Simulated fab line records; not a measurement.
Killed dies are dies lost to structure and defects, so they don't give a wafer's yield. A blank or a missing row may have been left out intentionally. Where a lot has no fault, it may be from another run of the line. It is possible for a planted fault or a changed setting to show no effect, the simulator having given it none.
Chamber matching -- flow gf180mcu -- cmp-02 running GF_V2_CMP_04: 4 sister chambers
The step polishes SiO2. 14 wafers are shown with their chamber, then 7 later ones without.

EACH WAFER AND ITS CHAMBER
wafer,chamber,motor_current_A (A),time_to_endpoint_s (s),platen_rpm (rpm)
L705.3,0,11.1,78,60.02
L705.5,0,11.7,92,59.94
L705.6,3,13.5,77,60.07
L710.1,3,13.6,67,60.02
L710.2,1,11.9,75,60.05
L710.4,2,12.0,71,60.00
L714.2,1,12.4,72,59.99
L714.5,1,11.9,76,60.00
L714.6,0,11.5,81,59.97
L715.1,3,12.8,61,60.05
L715.3,0,11.2,77,59.95
L715.6,0,11.6,81,59.98
L718.2,3,13.6,77,59.95
L718.3,1,12.4,80,59.99

SIGNATURES (averages over the wafers above)
reading,chamber 0,chamber 1,chamber 2,chamber 3,scatter within a chamber
motor_current_A,11.420,12.150,12.000,13.375,0.311
time_to_endpoint_s,81.80,75.75,71.00,70.50,6.02
platen_rpm,59.9720,60.0075,60.0000,60.0225,0.0382
Rule: for each reading, subtract the chamber's mean from the wafer's reading, divide by that reading's scatter and square the result; add these up over the readings and take the root, which gives the wafer's distance from the chamber. If the next closest chamber is less than 2 further off than the closest, the wafer can't be placed; otherwise it belongs to the closest. The scatter is the square root of a quotient: the sum, over the shown wafers, of each reading's squared deviation from its chamber's mean, divided by wafers minus chambers.

WAFERS WITHOUT THEIR CHAMBER
wafer,motor_current_A (A),time_to_endpoint_s (s),platen_rpm (rpm)
L718.4,11.5,88,59.97
L719.3,12.1,82,60.01
L719.5,12.3,91,60.04
L719.6,11.3,88,59.97
L720.1,12.0,79,59.96
L720.4,14.0,75,59.99
L720.6,14.2,79,59.94

EACH ONE'S CHAMBER
wafer,from the rows above,in truth
L718.4,0,0
L719.3,can't be placed: 1 or 2 or 0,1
L719.5,can't be placed: 1 or 2 or 0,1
L719.6,0,0
L720.1,can't be placed: 1 or 2 or 0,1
L720.4,3,3
L720.6,3,3
4 of 7 placed correctly. These rows do not allow placing 3 (true chamber among the candidates in 3). Placed wrongly: 0.
